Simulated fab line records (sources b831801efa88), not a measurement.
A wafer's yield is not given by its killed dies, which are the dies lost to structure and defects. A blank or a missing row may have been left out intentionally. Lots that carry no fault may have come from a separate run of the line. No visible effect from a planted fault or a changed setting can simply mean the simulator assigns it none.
What tool caused it?    flow sky130    21 wafers from 7 lots sampled at 2 of the route's 708 steps

## WHAT THE GAUGES SHOWED, per wafer
SKY_VIA1_CD_MEAS_12 targets a cd of 150 nm.
lot   measured      on        cdNm (nm)
L537  day 34 04:14  cdSem-02  147.7 149.7 147.3
L541  day 35 08:13  cdSem-02  149.4 147.6 146.6
L545  day 36 18:00  cdSem-01  149.1 150.4 148.0
L547  day 37 06:46  cdSem-02  149.1 147.5 147.0
L554  day 39 13:36  cdSem-02  148.8 149.0 149.8
L557  day 40 08:35  cdSem-01  150.0 151.1 151.0
L559  day 40 16:20  cdSem-01  153.0 150.7 150.3

## TOOL THAT RAN EACH LOT (tool first, then ch and the chambers of the sampled wafers, then the start)
lot   SKY_NWELL_CLEAN_27
L537  wetBench-02 ch 3, day 5 14:48
L541  wetBench-01 ch 0, day 6 15:45
L545  wetBench-03 ch 0, day 7 10:23
L547  wetBench-03 ch 3, day 7 23:21
L554  wetBench-01 ch 2, day 9 20:37
L557  wetBench-01 ch 2, day 10 15:23
L559  wetBench-03 ch 2, day 11 04:05
- SKY_NWELL_CLEAN_27: cleans in SC1/SC2, time 150 s.

## THE ANSWER, worked out from the rows above alone
Rule: what is usual is taken from the lots themselves. Put in order of their means at a reading, lots are off if they are a third of the lots or fewer, leave a main group of 4 or more, and stand apart from it by a gap of 3 or more times the standard deviation of the main group's means; of several such gaps the widest counts. The tables above print the reading to a certain number of digits; a main group whose means all agree to those digits is not used. A lot without any number at a reading at which 4 lots or more have one is off too. Any other lot the step has rows for is counted as sound.
None of the lots is off at any reading shown; this tells nothing.

## WHAT THE SIMULATOR HAD PUT IN
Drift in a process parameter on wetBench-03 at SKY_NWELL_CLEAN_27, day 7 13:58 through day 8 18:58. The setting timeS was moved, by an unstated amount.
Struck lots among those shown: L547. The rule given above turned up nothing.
